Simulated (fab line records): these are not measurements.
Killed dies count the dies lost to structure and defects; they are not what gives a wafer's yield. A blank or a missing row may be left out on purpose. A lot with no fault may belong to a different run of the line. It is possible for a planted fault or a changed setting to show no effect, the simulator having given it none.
fab line records	flow sky130
record lots=6	wafers=18	lastDay=49
route steps=708 shown SD_N@344 SD_P@359 RES_XHIGH@360 PAD_OPEN@708
lots that met no fault: from a run of the same line without faults
startH: hours from the record's opening day to when the first of the lot's shown wafers began	waitH: hours from the lot's prior step to this one	" the same as in the row above	L1.1+2: a single row standing in for several wafers	- no value, or no start given	* or withheld: withheld	< > ~ a bound
route shown NAME@n: NAME is a module with steps in the file, n the number in the route of the first one	usual: average and standard deviation across the fault-free wafers	same: alike in all rows	chamber/n: place in a boat	sites: readings site by site	_std_site: the values' standard deviation	_edge_site: the outer-site mean with the inner-site mean subtracted	radiusMm: how far each site lies from the wafer's centre	mask NAME#n: copy n	behind: tool/chamber where the wafer was last shaped	hold: why the lot went on hold/how many hours it stayed there/how the hold came to an end	device: which transistor (n, p or np) failed to switch	end of line: tests of these same wafers at the route's end	where a step has no rows: the recipe by itself	killed: the dies lost at the first sort to structure and to defects; this is not the yield of the wafer	map: the dies of a wafer, with x for killed, . for not killed, _ for no die there
set.NAME: the setting the step ran with; set.NAME@STEP: the setting that earlier step ran with	model.NAME: the simulator's own value behind a step, which no gauge read
lots at some steps of the route; a table a step, a row a wafer
services: when a tool's chamber went out of use (startH, in hours from the record's first day, below 0 if earlier), for how many hours, and the reason
## steps
# step SKY_SD_N_COAT_02
# recipe resist=NOVOLAK	spinRpm=3000	resistThkNm=1140
# step SKY_SD_N_SOFTBAKE_03
# recipe tempC=90	timeS=60	resist=NOVOLAK
# step SKY_SD_N_EXPOSE_04
# recipe maskId=NSDM	na=0.6	sourceShape=conventional	sigmaOuter=0.6	polarization=unpolarized	targetCdNm=380	doseMj=141
# step SKY_SD_N_PEB_05
# recipe tempC=withheld	timeS=*	resist=NOVOLAK
# step SKY_SD_N_DEVELOP_06
# recipe resist=NOVOLAK	developer=TMAH	developTimeS=60	devTempC=23
# step SKY_SD_N_CD_MEAS_07
# recipe targetCdNm=380
# usual cdNm=379.6/2.3
lot.wafer	tool	chamber	startH	waitH	cdNm
L159.1	cdSem-01	-	656.73	0.1	380.1
L159.2	"	-	"	"	380.6
L159.5	"	-	"	"	382.5
L161.1	cdSem-02	-	677.79	0.1	381.8
L161.3	"	-	"	"	383.5
L161.5	"	-	"	"	383.5
L164.1	cdSem-02	-	695.94	0.1	379.5
L164.4	"	-	"	"	378.4
L164.6	"	-	"	"	381.2
L172.3	cdSem-01	-	767.72	0.1	377.9
L172.4	"	-	"	"	378.6
L172.5	"	-	"	"	377.5
L173.1	cdSem-02	-	769.23	0.1	378.4
L173.2	"	-	"	"	379.5
L173.4	"	-	"	"	379.6
L174.1	cdSem-02	-	788.14	0.1	375.8
L174.4	"	-	"	"	378.1
L174.6	"	-	"	"	375.8
# step SKY_SD_N_OVL_MEAS_08
# usual SD_N_OVL=-0.3/1.2
lot.wafer	tool	chamber	startH	waitH	SD_N_OVL[nm]
L159.1	overlay-02	-	656.85	0.1	0.7
L159.2	"	-	"	"	-1.8
L159.5	"	-	"	"	-0.7
L161.1	overlay-01	-	677.91	0.1	-0.3
L161.3	"	-	"	"	1.5
L161.5	"	-	"	"	-1.7
L164.1	overlay-01	-	696.06	0.1	1.3
L164.4	"	-	"	"	0.6
L164.6	"	-	"	"	0.1
L172.3	overlay-01	-	767.81	0.1	-1.8
L172.4	"	-	"	"	-0.6
L172.5	"	-	"	"	-0.6
L173.1	overlay-01	-	769.35	0.1	1.3
L173.2	"	-	"	"	0.8
L173.4	"	-	"	"	-1.7
L174.1	overlay-01	-	788.26	0.1	-0.4
L174.4	"	-	"	"	-2.0
L174.6	"	-	"	"	0.1
# step SKY_SD_N_IMPLANT_09
# recipe species=As	energyKev=50	doseCm2=4e+15	tiltDeg=0
# step SKY_SD_N_IMPLANT_10
# recipe species=P	energyKev=20	doseCm2=1e+14	tiltDeg=0
# step SKY_SD_N_STRIP_11
# recipe chemistry=O2/N2	powerW=1400	pressureMtorr=1500	platenTempC=withheld	o2FlowSccm=3000	n2FlowSccm=300	overashFraction=0.5
# usual drypumpMotorCurrentA=5.58/0.27	oesProductAu=0.528/0.0051	stripTimeToEndpointS=22.54/0.047
lot.wafer	tool	chamber	startH	waitH	drypumpMotorCurrentA	oesProductAu	rfHoursCounterH	stripTimeToEndpointS
L159.1	plasmaAsher-01	0	657.19	0.1	6.01	0.533	52	22.57
L159.2	"	1	"	"	5.46	0.525	52	22.55
L159.5	"	0	"	"	6.02	0.521	-	22.51
L161.1	plasmaAsher-02	0	678.24	0.1	5.76	0.538	89	22.56
L161.3	"	1	"	"	5.47	0.524	-	22.50
L161.5	"	1	"	"	5.48	0.525	-	22.52
L164.1	plasmaAsher-02	1	696.39	0.1	5.48	0.528	91	22.54
L164.4	"	1	"	"	5.48	0.527	-	22.56
L164.6	"	0	"	"	5.72	0.529	-	22.59
L172.3	plasmaAsher-02	0	768.17	0.1	5.71	0.538	-	22.58
L172.4	"	1	"	"	5.47	0.529	-	22.57
L172.5	"	1	"	"	5.47	0.528	-	22.55
L173.1	plasmaAsher-02	1	769.69	0.1	5.47	0.519	100	22.51
L173.2	"	0	"	"	5.73	0.536	100	22.46
L173.4	"	0	"	"	5.72	0.521	-	22.47
L174.1	plasmaAsher-01	1	788.60	0.1	5.43	0.528	66	22.47
L174.4	"	1	"	"	5.40	0.528	-	22.50
L174.6	"	0	"	"	6.02	0.523	-	22.51
# step SKY_SD_N_TW_MEAS_12
# usual SD_N_TW=4002/30
lot.wafer	tool	chamber	startH	waitH	SD_N_TW
L159.1	filmMetro-04	-	657.29	0.1	4019
L159.2	"	-	"	"	4026
L159.5	"	-	"	"	4006
L161.1	filmMetro-02	-	678.34	0.1	3951
L161.3	"	-	"	"	3964
L161.5	"	-	"	"	3948
L164.1	filmMetro-04	-	696.49	0.1	4017
L164.4	"	-	"	"	4030
L164.6	"	-	"	"	4038
L172.3	filmMetro-02	-	768.26	0.1	3976
L172.4	"	-	"	"	3944
L172.5	"	-	"	"	3981
L173.1	filmMetro-03	-	769.79	0.1	4046
L173.2	"	-	"	"	4039
L173.4	"	-	"	"	4052
L174.1	filmMetro-03	-	788.70	0.1	4032
L174.4	"	-	"	"	4032
L174.6	"	-	"	"	4029
# step SKY_SD_N_CLEAN_13
# recipe chemistry=SC1/SC2	mix=1:4:20	tempC=70	timeS=150	dry=n2Spin
# step SKY_SD_N_RTA_14
# recipe tempC=1075	timeS=2	idleTempC=650	rampUpCPerS=150	rampDownCPerS=90	ambient=N2
# usual lampPowerPct=15.73/0.056	wafer_temp_C_max=1078.0/1.1
lot.wafer	tool	chamber	startH	waitH	lampPowerPct	wafer_temp_C_max
L159.1	rtpAnneal-02	0	657.40	0.0	15.80	1075.5
L159.2	"	0	"	"	15.77	1079.1
L159.5	"	0	"	"	15.82	1079.0
L161.1	rtpAnneal-02	0	678.45	0.0	15.11	1053.6
L161.3	"	0	"	"	15.08	1054.3
L161.5	"	0	"	"	15.18	1054.4
L164.1	rtpAnneal-02	0	696.60	0.0	15.08	1052.9
L164.4	"	0	"	"	15.02	1052.7
L164.6	"	0	"	"	15.07	1051.4
L172.3	rtpAnneal-01	0	768.36	0.0	15.72	1078.3
L172.4	"	0	"	"	15.72	1078.2
L172.5	"	0	"	"	15.82	1077.3
L173.1	rtpAnneal-02	0	769.90	0.0	15.66	1077.4
L173.2	"	0	"	"	15.72	1079.5
L173.4	"	0	"	"	15.77	1079.1
L174.1	rtpAnneal-02	0	788.81	0.0	15.70	1079.5
L174.4	"	0	"	"	15.73	1078.1
L174.6	"	0	"	"	15.70	1077.8
# step SKY_SD_N_RS_MEAS_16
# recipe thkMeasGauge=four-point-probe
# usual SD_N_RS=68.49/0.13
lot.wafer	tool	chamber	startH	waitH	SD_N_RS[ohm/sq]
L159.1	filmMetro-02	-	657.57	0.1	68.25
L159.2	"	-	"	"	68.43
L159.5	"	-	"	"	68.56
L161.1	filmMetro-04	-	678.63	0.1	72.36
L161.3	"	-	"	"	72.38
L161.5	"	-	"	"	72.30
L164.1	filmMetro-02	-	696.78	0.1	72.11
L164.4	"	-	"	"	72.39
L164.6	"	-	"	"	72.15
L172.3	filmMetro-02	-	768.56	0.1	68.34
L172.4	"	-	"	"	68.47
L172.5	"	-	"	"	68.24
L173.1	filmMetro-04	-	770.07	0.1	68.48
L173.2	"	-	"	"	68.52
L173.4	"	-	"	"	68.59
L174.1	filmMetro-02	-	788.98	0.1	68.31
L174.4	"	-	"	"	68.32
L174.6	"	-	"	"	68.51
# step SKY_SD_N_RS_MEAS_17
# recipe thkMeasGauge=four-point-probe
# usual SD_P_RS=146.9/0.32
lot.wafer	tool	chamber	startH	waitH	SD_P_RS[ohm/sq]
L159.1	filmMetro-02	-	657.69	0.1	146.3
L159.2	"	-	"	"	146.7
L159.5	"	-	"	"	146.9
L161.1	filmMetro-04	-	678.75	0.1	168.8
L161.3	"	-	"	"	168.8
L161.5	"	-	"	"	169.1
L164.1	filmMetro-02	-	696.90	0.1	169.2
L164.4	"	-	"	"	169.1
L164.6	"	-	"	"	168.8
L172.3	filmMetro-02	-	768.68	0.1	147.0
L172.4	"	-	"	"	146.8
L172.5	"	-	"	"	147.1
L173.1	filmMetro-04	-	770.19	0.1	146.9
L173.2	"	-	"	"	146.9
L173.4	"	-	"	"	146.6
L174.1	filmMetro-02	-	789.10	0.1	146.2
L174.4	"	-	"	"	146.5
L174.6	"	-	"	"	146.8
# step SKY_SD_N_RS_MEAS_18
# recipe thkMeasGauge=four-point-probe
# usual RES_XHIGH_RS=332.9/1.1
lot.wafer	tool	chamber	startH	waitH	RES_XHIGH_RS[ohm/sq]
L159.1	filmMetro-02	-	657.81	0.1	331.6
L159.2	"	-	"	"	332.6
L159.5	"	-	"	"	330.5
L161.1	filmMetro-04	-	678.87	0.1	336.2
L161.3	"	-	"	"	336.7
L161.5	"	-	"	"	334.9
L164.1	filmMetro-02	-	697.02	0.1	333.3
L164.4	"	-	"	"	332.8
L164.6	"	-	"	"	332.6
L172.3	filmMetro-02	-	768.80	0.1	332.4
L172.4	"	-	"	"	333.3
L172.5	"	-	"	"	333.4
L173.1	filmMetro-04	-	770.31	0.1	331.9
L173.2	"	-	"	"	332.9
L173.4	"	-	"	"	333.0
L174.1	filmMetro-02	-	789.22	0.1	331.2
L174.4	"	-	"	"	331.7
L174.6	"	-	"	"	331.8
# step SKY_PAD_OPEN_PROBE_99
lot.wafer	tool	chamber	startH	waitH	model.etest.resXhighPo.lineOhmUm	model.etest.resXhighPo.rsOhmSq	model.etest.pfet_01v8.rOnOhmUm	model.etest.tipP.rsOhmSq	model.etest.resPdiff.lineOhmUm	model.etest.resHighPo.lineOhmUm	model.etest.liconHighPo.rcOhm	model.etest.pfetG5v0d10v5.rOnOhmUm
L159.1	prober-01	-	1080.63	0.1	5626	1971	2853	6829	1360	737	357.6	4682
L159.2	prober-01	-	1080.68	0.1	5907	2054	2932	6780	1371	766.6	373.7	4797
L159.5	prober-01	-	1080.83	0.2	5703	1992	2995	6767	1369	742.7	345.1	4719
L161.1	prober-01	-	1097.83	0.1	7441	2604	3296	7250	1551	921.7	501.8	4817
L161.3	prober-01	-	1097.93	0.2	7430	2571	3330	7264	1518	901.4	503.9	4846
L161.5	prober-01	-	1098.03	0.2	7343	2610	3325	7217	1563	906.3	499.9	4833
L164.1	prober-01	-	1110.29	0.1	7418	2579	3194	7004	1672	910.1	509.1	5014
L164.4	prober-01	-	1110.44	0.2	7494	2607	3216	7046	1603	918	530.8	5011
L164.6	prober-01	-	1110.54	0.2	7408	2593	3135	7023	1563	903.4	510.3	4902
L172.4	prober-02	-	1161.71	0.2	5847	2012	2896	6846	1421	747.6	364.9	4792
L172.5	prober-02	-	1161.76	0.2	5709	2019	2981	6830	1433	743.3	352.6	4799
L173.1	prober-02	-	1162.26	0.1	5808	2037	2951	6870	1369	758.4	346.1	4872
L173.2	prober-02	-	1162.31	0.1	5893	2086	2994	6881	1398	750.8	365.9	4939
L173.4	prober-02	-	1162.41	0.2	6004	2140	3014	6862	1400	753.7	347.4	4895
L174.1	prober-01	-	1175.93	0.1	5589	1909	2840	6926	1360	716.8	319.4	4663
L174.4	prober-01	-	1176.08	0.2	5496	1912	2890	6870	1352	720.4	334.6	4781
L174.6	prober-01	-	1176.18	0.2	5519	1939	2879	6894	1378	720.5	342.4	4713
# killed by level:class
L159.1 VIA1:geometricParticle:open=9 CONTACT:geometricParticle:open=7 METAL2:geometricParticle:short=7 VIA2:geometricParticle:open=7 FIELD_ISO:geometricParticle:short=5 LI_CONTACT:geometricParticle:open=5 CONTACT:geometricParticle:short=5 VIA3:geometricParticle:open=5
L159.2 CONTACT:geometricParticle:open=18 VIA1:geometricParticle:open=9 VIA2:geometricParticle:open=8 METAL1:geometricParticle:short=7 FIELD_ISO:geometricParticle:short=6 LI_CONTACT:geometricParticle:open=5 VIA3:geometricParticle:open=5 METAL4:geometricParticle:short=5
L159.5 CONTACT:geometricParticle:open=9 VIA1:geometricParticle:open=9 LI_CONTACT:geometricParticle:open=7 POLY_GATE:geometricParticle:short=6 VIA2:geometricParticle:short=5 CONTACT:geometricParticle:short=5 METAL2:geometricParticle:short=5 VIA2:geometricParticle:open=5
L161.1 VIA1:geometricParticle:open=14 CONTACT:geometricParticle:open=11 VIA3:geometricParticle:open=7 LI_CONTACT:geometricParticle:open=6 METAL1:geometricParticle:short=6 VIA2:geometricParticle:open=6 CONTACT:geometricParticle:short=5 FIELD_ISO:geometricParticle:open=4
L161.3 CONTACT:geometricParticle:open=8 VIA1:geometricParticle:short=7 FIELD_ISO:geometricParticle:short=6 CONTACT:geometricParticle:short=6 VIA1:geometricParticle:open=6 LI_CONTACT:geometricParticle:open=5 VIA2:geometricParticle:open=5 VIA3:geometricParticle:open=5
L161.5 VIA1:geometricParticle:open=10 LI_CONTACT:geometricParticle:open=7 VIA3:geometricParticle:open=7 VIA1:geometricParticle:short=6 VIA2:geometricParticle:open=5 POLY_GATE:geometricParticle:open=5 CONTACT:geometricParticle:open=4 METAL1:geometricParticle:short=4
L172.4 VIA1:geometricParticle:open=11 CONTACT:geometricParticle:open=9 LI_CONTACT:geometricParticle:open=8 METAL1:geometricParticle:short=6 VIA1:geometricParticle:short=6 VIA2:geometricParticle:open=6 FIELD_ISO:geometricParticle:open=5 VIA3:geometricParticle:open=5
L172.5 CONTACT:geometricParticle:open=13 LI_CONTACT:geometricParticle:open=10 VIA1:geometricParticle:open=7 CONTACT:geometricParticle:short=6 METAL1:geometricParticle:short=4 VIA2:geometricParticle:short=4 VIA3:geometricParticle:open=4 POLY_GATE:geometricParticle:open=3
L173.1 CONTACT:geometricParticle:open=10 VIA3:geometricParticle:open=9 METAL1:geometricParticle:short=7 FIELD_ISO:geometricParticle:short=6 VIA1:geometricParticle:open=6 METAL4:geometricParticle:short=6 METAL2:geometricParticle:short=5 POLY_GATE:geometricParticle:short=5
L173.2 VIA1:geometricParticle:open=10 POLY_GATE:geometricParticle:open=8 CONTACT:geometricParticle:open=8 METAL2:geometricParticle:short=6 VIA3:geometricParticle:open=4 FIELD_ISO:geometricParticle:short=3 LI_CONTACT:geometricParticle:short=3 LI_CONTACT:geometricParticle:open=3
L173.4 CONTACT:geometricParticle:open=10 VIA1:geometricParticle:open=9 VIA3:geometricParticle:open=8 METAL1:geometricParticle:short=5 VIA1:geometricParticle:short=5 VIA2:geometricParticle:open=5 FIELD_ISO:geometricParticle:open=4 LI_CONTACT:geometricParticle:open=4
L174.1 CONTACT:geometricParticle:open=8 VIA1:geometricParticle:open=7 CONTACT:geometricParticle:short=5 VIA2:geometricParticle:open=5 VIA3:geometricParticle:short=5 POLY_GATE:geometricParticle:short=4 POLY_GATE:geometricParticle:open=4 LI_CONTACT:geometricParticle:open=4
L174.4 CONTACT:geometricParticle:open=15 METAL2:geometricParticle:short=12 CONTACT:geometricParticle:short=11 VIA3:geometricParticle:open=9 VIA1:geometricParticle:open=9 LI_CONTACT:geometricParticle:open=6 METAL1:geometricParticle:short=6 VIA2:geometricParticle:short=5
L174.6 FIELD_ISO:geometricParticle:short=10 LI_CONTACT:geometricParticle:open=8 METAL2:geometricParticle:short=7 VIA3:geometricParticle:open=7 METAL1:geometricParticle:short=6 VIA1:geometricParticle:open=5 LOCAL_INTERCONNECT:geometricParticle:short=5 VIA2:geometricParticle:open=5
## services
tool	chamber	startH	hours	kind
plasmaAsher-02	-	680.47	2.7	repair
rtpAnneal-01	-	712.24	6.1	repair
rtpAnneal-02	-	718.32	3.5	pm
## key
firstSign step=SKY_SD_N_RTA_14	reading=wafer_temp_C_max	direction=down	sigmas=22	usual=*	struck=*
effect step=SKY_SD_N_RTA_14	reading=lampPowerPct	direction=down	sigmas=12	usual=15.73	struck=15.09
effect step=SKY_SD_N_RS_MEAS_16	reading=SD_N_RS	direction=up	sigmas=29	usual=68.49	struck=72.28
effect step=SKY_SD_N_RS_MEAS_17	reading=SD_P_RS	direction=up	sigmas=68	usual=146.9	struck=169.0
modelEffect step=SKY_PAD_OPEN_PROBE_99	value=etest.resXhighPo.lineOhmUm	without=5799	struck=7422
metAt SKY_SD_N_RTA_14
struckWafers L161.1,L161.3,L161.5,L164.1,L164.4,L164.6
sortLeftOut L164.1,L164.4,L164.6
testerLeftOut L161,L164
onsetBetween 657.40 678.45
fault kind=processParameterDrift	tool=rtpAnneal-02	chamber=-	onsetH=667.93	steps=SKY_SD_N_RTA_14	channel=tempC	offset=*	shape=step	endH=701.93	actsIn=*	stated=*
# testerLeftOut: of these lots the tester's yield and bins aren't shown, on N5 and GAA mostly nor the transistor test; their killed dies are dies lost to structure and defects alone, not to doping, threshold or leakage, so they don't give the yield
# sortLeftOut: the simulated sort isn't trusted on such a fault, so these wafers' sort isn't shown, and their yield isn't known
